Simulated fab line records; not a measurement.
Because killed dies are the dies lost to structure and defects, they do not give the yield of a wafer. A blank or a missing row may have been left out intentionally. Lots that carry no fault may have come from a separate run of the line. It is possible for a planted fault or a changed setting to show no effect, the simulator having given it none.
Struck lot and sound lot, side by side -- flow sky130 -- 16 steps out of a route of 708
Sound: the wafers L935.3, L935.4, L935.6. Struck: wafers L934.1, L934.5, L934.6. The cause is named last.
Order at every step that has rows: each side's tool, ch and its chambers, its first start. Under that, the readings that differ: sound wafers -- struck wafers -- difference of the means -- sigmas: that difference in standard deviations of wafers without a fault.
alike: a reading whose means differ by less than 2 such deviations, as well as words and numbers matching on both sides. not compared: withheld readings; readings where some wafer has no value; bounds like >300 that might hide an equal value; numbers whose values overlap and for which the record gives no deviation.
A row with sigmas, a row that says differs or no value, or rows on one side alone: a step with any of these is where the two part. When numbers do not overlap yet have no deviation, they are printed without sigmas and do not part them. A reading that every wafer of one side lacks parts them only if that side has two wafers or more.

first, 2 steps without rows for these wafers: SKY_METAL4_PEB_11; SKY_METAL4_DEVELOP_12 (develop time 60 s).
SKY_METAL4_CD_MEAS_13: target cd 300 nm.
  sound on cd-sem-01 at day 47 01:56; struck on cd-sem-02 at day 47 00:26
reading,sound,struck,difference,sigmas
cd-nm (nm),299.1 299.6 298.3,301.1 302.3 302.6,+3.0,+2
SKY_METAL4_OVL_MEAS_14:
  sound on overlay-01 at day 47 02:02; struck on overlay-01 at day 47 00:34
  alike: METAL4_OVL
SKY_METAL4_DESCUM_15: chemistry O2, time 8 s.
  sound on rie-metal-03 ch 0,1, day 47 02:04; struck on rie-metal-04 ch 0,1, day 47 00:36
reading,sound,struck,difference,sigmas
drypump-motor-current-A (A),6.4 6.1 6.1,4.6 4.6 5.7,-1.2,-2
  alike: oes-product-au
  not compared: rf-hours-counter-h
SKY_METAL4_ETCH_16: etches BARC in N2/H2, stops on SiO2, time 88.2 s, target depth 60 nm.
  sound on rie-metal-03 ch 0,1, day 47 02:07; struck on rie-metal-04 ch 0,1, day 47 00:38
  alike: drypump-motor-current-A, oes-product-au, throttle-valve-pct
  not compared: rf-hours-counter-h
SKY_METAL4_ETCH_17: etches SiO2 in C4F8/O2/Ar, stops on TiN, time 3.9 s, target depth 15 nm.
  sound on rie-diel-01 ch 0,2, day 47 02:11; struck on rie-diel-02 ch 0,3, day 47 00:44
  alike: oes-product-au
  not compared: rf-hours-counter-h
SKY_METAL4_METAL_ETCH_18: etches the open film in Cl2/BCl3, stops on SiO2, target depth 845 nm, time 183.1 s.
  sound on rie-metal-02 ch 0,1, day 47 02:16; struck on rie-metal-03 ch 0,1, day 47 00:45
  alike: drypump-motor-current-A, oes-product-au, throttle-valve-pct
  not compared: rf-hours-counter-h
SKY_METAL4_STRIP_19: strips in O2/N2.
  sound on plasma-asher-03 ch 0,1, day 47 02:25; struck on plasma-asher-03 ch 0,1, day 47 00:56
  alike: drypump-motor-current-A, oes-product-au, strip-time-to-endpoint-s
  not compared: rf-hours-counter-h
then, 3 steps without rows for these wafers: SKY_METAL4_STRIP_20 (strips in post etch residue remover, time 1200 s); SKY_METAL4_CLEAN_21 (cleans in IPA, time 180 s); SKY_METAL4_CLEAN_22 (cleans in O3/DIW).
SKY_VIA4_HDPCVD_00: deposits SiO2, target thk 1750 nm, time 291.7 s.
  sound on hdpcvd-02 ch 0,2, day 47 03:28; struck on hdpcvd-01 ch 1,2, day 47 01:34
reading,sound,struck,difference,sigmas
run-length-s (s),318.8 318.4 319.4,353.5 354.5 353.8,+35.1,+57
model.SiO2_of_VIA4_HDPCVD_00.thk-nm (nm),1733 1768 1757,1962 1963 1947,+205,
SKY_VIA4_THK_MEAS_01:
  sound on film-metro-04 at day 47 03:40; struck on film-metro-04 at day 47 01:44
reading,sound,struck,difference,sigmas
VIA4_HDPCVD_THK (nm),1733 1770 1758,1963 1963 1947,+204,+12
then, 1 step without rows for these wafers: SKY_VIA4_CMP_02 (polishes SiO2).
SKY_PAD_OPEN_PROBE_99:
  sound wafers here have rows in the record (prober-02, day 50 06:52); struck ones have none

== WHERE THEY PART ==
Earliest at SKY_METAL4_CD_MEAS_13; latest, in this record, at SKY_PAD_OPEN_PROBE_99.

WHY: what had been put in by the simulator
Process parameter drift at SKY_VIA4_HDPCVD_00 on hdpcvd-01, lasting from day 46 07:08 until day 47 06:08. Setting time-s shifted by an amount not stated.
